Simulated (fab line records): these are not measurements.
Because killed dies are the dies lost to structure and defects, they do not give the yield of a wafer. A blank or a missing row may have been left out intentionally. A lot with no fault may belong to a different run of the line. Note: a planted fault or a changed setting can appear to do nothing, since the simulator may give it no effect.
The tool behind it: which one? ; flow gf180mcu ; 13 lots, 39 wafers sampled, at 4 steps of a route of 602

== WHAT EACH GAUGE READ, for each wafer ==
GF_TOP_METAL_OVL_MEAS_15. Usual: TOP_METAL_OVL typically reads 0.4 nm, with standard deviation 1.1.
lot;measured;on;TOP_METAL_OVL (nm);flag
L522;day 28 04:33;overlay-02;1.7 1.5 0.6;
L523;day 28 09:40;overlay-02;0.2 0.7 -1.3;
L524;day 28 18:43;overlay-02;-0.8 -2.1 0.3;
L525;day 29 06:01;overlay-01;0.5 -0.3 1.0;
L526;day 29 11:34;overlay-01;-0.1 0.1 1.2;
L527;day 29 19:34;overlay-01;0.8 1.7 0.1;
L531;day 31 05:07;overlay-02;1.2 2.1 2.5;
L533;day 31 10:17;overlay-01;0.4 -1.2 0.3;
L534;day 31 18:28;overlay-01;-1.7 -0.3 1.0;
L538;day 32 19:04;overlay-02;1.8 2.2 1.0;
L541;day 33 11:23;overlay-01;1.0 -0.5 0.1;
L544;day 34 01:01;overlay-01;2.1 1.9 0.7;
L545;day 34 07:04;overlay-01;-0.4 -0.4 -0.5;

GF_PASSIVATION_THK_MEAS_03. Usual: PASSIVATION_CVD_02_THK typically reads 697 nm, with standard deviation 10.
lot;measured;on;PASSIVATION_CVD_02_THK (nm);flag
L522;day 28 05:44;filmMetro-04;690 721 721;
L523;day 28 10:51;filmMetro-03;706 699 717;
L524;day 28 19:55;filmMetro-04;684 695 698;
L525;day 29 07:14;filmMetro-04;665 678 674;
L526;day 29 12:46;filmMetro-04;694 700 706;
L527;day 29 20:45;filmMetro-01;674 689 690;
L531;day 31 06:20;filmMetro-04;677 703 688;
L533;day 31 11:28;filmMetro-04;700 695 711;
L534;day 31 20:08;filmMetro-04;698 689 703;
L538;day 32 20:25;filmMetro-03;691 693 690;
L541;day 33 12:37;filmMetro-01;694 695 711;
L544;day 34 02:12;filmMetro-01;681 690 691;
L545;day 34 08:17;filmMetro-01;683 683 690;

== WHICH TOOL RAN EACH LOT (tool, then ch and the chambers of the sampled wafers, then the start) ==
lot;GF_V5_CVD_23;GF_V5_CMP_26
L522;cvdW-02 ch 0, day 27 08:08;cmp-02 ch 0,1,2, day 27 08:26
L523;cvdW-02 ch 0,1, day 27 13:22;cmp-02 ch 0,1,2, day 27 13:46
L524;cvdW-02 ch 0,1, day 27 22:59;cmp-01 ch 0,1,2, day 27 23:20
L525;cvdW-02 ch 0,1, day 28 09:44;cmp-02 ch 1,2,3, day 28 10:02
L526;cvdW-02 ch 0, day 28 15:05;cmp-02 ch 0,2,3, day 28 15:23
L527;cvdW-01 ch 0,1, day 28 23:33;cmp-01 ch 0,1,3, day 28 23:50
L531;cvdW-02 ch 0,1, day 30 10:09;cmp-02 ch 0,1,2, day 30 10:32
L533;cvdW-02 ch 0,1, day 30 16:27;cmp-02 ch 1,2, day 30 16:45
L534;cvdW-02 ch 0,1, day 31 00:49;cmp-02 ch 0,1,3, day 31 01:07
L538;cvdW-01 ch 0,1, day 32 01:57;cmp-01 ch 1,2, day 32 02:31
L541;cvdW-01 ch 0,1, day 32 18:32;cmp-02 ch 0,1,2, day 32 18:53
L544;cvdW-01 ch 0,1, day 33 09:02;cmp-01 ch 0,1, day 33 09:20
L545;cvdW-01 ch 0,1, day 33 15:17;cmp-01 ch 0,2,3, day 33 15:37
- GF_V5_CVD_23: deposits W, target thk 350 nm, time 104.9 s.
- GF_V5_CMP_26: polishes, stops on SiO2, t overpolish 15 s, target thk 0 nm.

== WHAT THE TOOLS THEMSELVES READ (means of the sampled wafers that have a number; where no wafer has one, the mark that the record gives instead) ==
GF_V5_CVD_23. Usual: heaterPowerW reads 985 W (standard deviation 77).
lot;tool;heaterPowerW (W);flag
L522;cvdW-02;943;
L523;cvdW-02;929;
L524;cvdW-02;934;
L525;cvdW-02;944;
L526;cvdW-02;934;
L527;cvdW-01;1056;
L531;cvdW-02;932;
L533;cvdW-02;937;
L534;cvdW-02;944;
L538;cvdW-01;1026;
L541;cvdW-01;1089;
L544;cvdW-01;1006;
L545;cvdW-01;1010;

GF_V5_CMP_26. Usual: motorCurrentA 11.1 A, standard deviation 0.95; overpolishRunS 14.999 s, standard deviation 0.0085; timeToEndpointS 84 s, standard deviation 4.
lot;tool;motorCurrentA (A);overpolishRunS (s);timeToEndpointS (s);flag
L522;cmp-02;10.9;14.998;80;
L523;cmp-02;11.0;14.996;82;
L524;cmp-01;10.2;14.996;84;
L525;cmp-02;11.1;14.998;85;
L526;cmp-02;11.4;14.994;85;
L527;cmp-01;10.6;15.003;85;
L531;cmp-02;10.9;15.001;86;
L533;cmp-02;10.8;14.998;82;
L534;cmp-02;11.4;14.991;87;
L538;cmp-01;11.1;15.003;79;
L541;cmp-02;11.1;14.998;82;
L544;cmp-01;9.8;14.999;87;
L545;cmp-01;11.6;15.001;86;

== THE ANSWER, worked out from the rows above alone ==
Rule: a lot is off if the mean of its wafers that have a number lies more than 3 standard deviations from the usual mean. Also off: a lot with no number at a reading for which 4 or more lots have one. The other lots that the step has rows for count as sound. After the gauges, taken in route order, come the tools' own readings; for these a lot's mean is taken, as printed above. At the first step where some lot is off, the reading lying furthest off is the one used; lots without a number count as furthest.
None of the lots is off at any reading shown; this tells nothing.

== WHAT THE SIMULATOR HAD PUT IN ==
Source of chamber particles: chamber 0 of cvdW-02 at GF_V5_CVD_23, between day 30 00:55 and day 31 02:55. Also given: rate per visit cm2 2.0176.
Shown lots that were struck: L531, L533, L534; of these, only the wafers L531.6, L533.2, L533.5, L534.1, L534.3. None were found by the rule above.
